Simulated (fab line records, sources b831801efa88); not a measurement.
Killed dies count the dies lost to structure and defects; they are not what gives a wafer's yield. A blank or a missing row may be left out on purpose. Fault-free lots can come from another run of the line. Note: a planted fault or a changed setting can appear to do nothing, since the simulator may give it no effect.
A struck lot beside a sound one    flow gf180mcu    16 out of 602 route steps
Sound: these wafers, L273.1, L273.4, L273.5. Struck: wafers L280.4, L280.5. (L280.2 of the same lot was not struck and is left out.) The cause comes at the end.
Each step with rows lists, per side, the tool, then ch with its chambers, then its first start. Under that, the readings that differ: sound wafers    struck wafers    difference of the means    sigmas: that difference in standard deviations of wafers without a fault.
alike: a reading whose means differ by less than 2 such deviations, as well as words and numbers matching on both sides. not compared: withheld readings; readings where some wafer has no value; bounds like >300 that might hide an equal value; numbers whose values overlap and for which the record gives no deviation.
The two part at a step that has a row with sigmas, a row that says differs or no value, or rows on one side only. Numbers that have no deviation but don't overlap get no sigmas and don't part them. A reading that every wafer of one side lacks parts them only if that side has two wafers or more.

GF_M3_SPUTTER_04: material TiN, target thk 50 nm, time 41.7 s.
  struck on pvd sputter-01, day 26 03:46; sound on pvd sputter-02, day 23 21:22
  alike: throttle valve pct
GF_M3_RS_MEAS_05: uses a four-point probe to measure.
  struck on film metro-04, day 26 03:50; sound on film metro-01, day 23 21:25
  alike: M3_ALCU_RS
GF_M3_THK_MEAS_06: measures by xrf.
  struck on film metro-04, day 26 03:56; sound on film metro-01, day 23 21:32
  alike: M3_ALCU_THK
then, 7 steps without rows for these wafers: GF_M3_DEHYDRATE_07 (time 60 s); GF_M3_HMDS_08 (prime time 60 s); GF_M3_COAT_09 (resist thk 1000 nm); GF_M3_SOFTBAKE_10 (time 60 s); GF_M3_EXPOSE_11 (exposes mask Metal3, target cd 280 nm); GF_M3_PEB_12 (peb time 90 s); GF_M3_DEVELOP_13 (develop time 60 s).
GF_M3_CD_MEAS_14: target cd 280 nm.
  struck on cd sem-02, day 27 01:29; sound on cd sem-02, day 24 19:49
  alike: cd nm
GF_M3_OVL_MEAS_15:
  struck on overlay-01, day 27 01:35; sound on overlay-02, day 24 19:56
  alike: M3_OVL
GF_M3_METAL_ETCH_16: etches the open film in Cl2/BCl3, stops on SiO2, target depth 627.5 nm, time 104.6 s.
  sound on rie metal-01 ch 0,1, day 24 19:58; struck on rie metal-02 ch 1, day 27 01:37
reading                              sound              struck       difference  sigmas
rf fwd power W (W)                   798.5 795.5 791.4  925.0 921.7  +128.2      +49
model.KrF_of_M3_COAT_09.thk nm (nm)  727.3 725.7 726.3  695.5 694.7  -31.3       
  alike: bcl3 flow sccm, drypump motor current A, oes product au, throttle valve pct
  not compared: rf hours counter h
GF_M3_STRIP_17: strips in O2/N2.
  sound on plasma asher-02 ch 1, day 24 20:04; struck on plasma asher-03 ch 0,1, day 27 01:44
reading                       sound              struck       difference  sigmas
oes product au (a.u.)         0.551 0.552 0.559  0.540 0.546  -0.011      -2
strip time to endpoint s (s)  7.79 7.78 7.79     7.48 7.48    -0.31       -5
  alike: drypump motor current A, heater power w
  not compared: rf hours counter h
then, 2 steps without rows for these wafers: GF_M3_STRIP_18 (strips in post etch residue remover, time 1200 s); GF_PASSIVATION_PROBE_99.

## WHERE THEY PART
First at GF_M3_METAL_ETCH_16; last, within this record, at GF_M3_STRIP_17.

WHY: whatever the simulator had introduced
rie metal-02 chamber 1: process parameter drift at GF_M3_METAL_ETCH_16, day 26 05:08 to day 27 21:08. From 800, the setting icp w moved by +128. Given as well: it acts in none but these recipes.
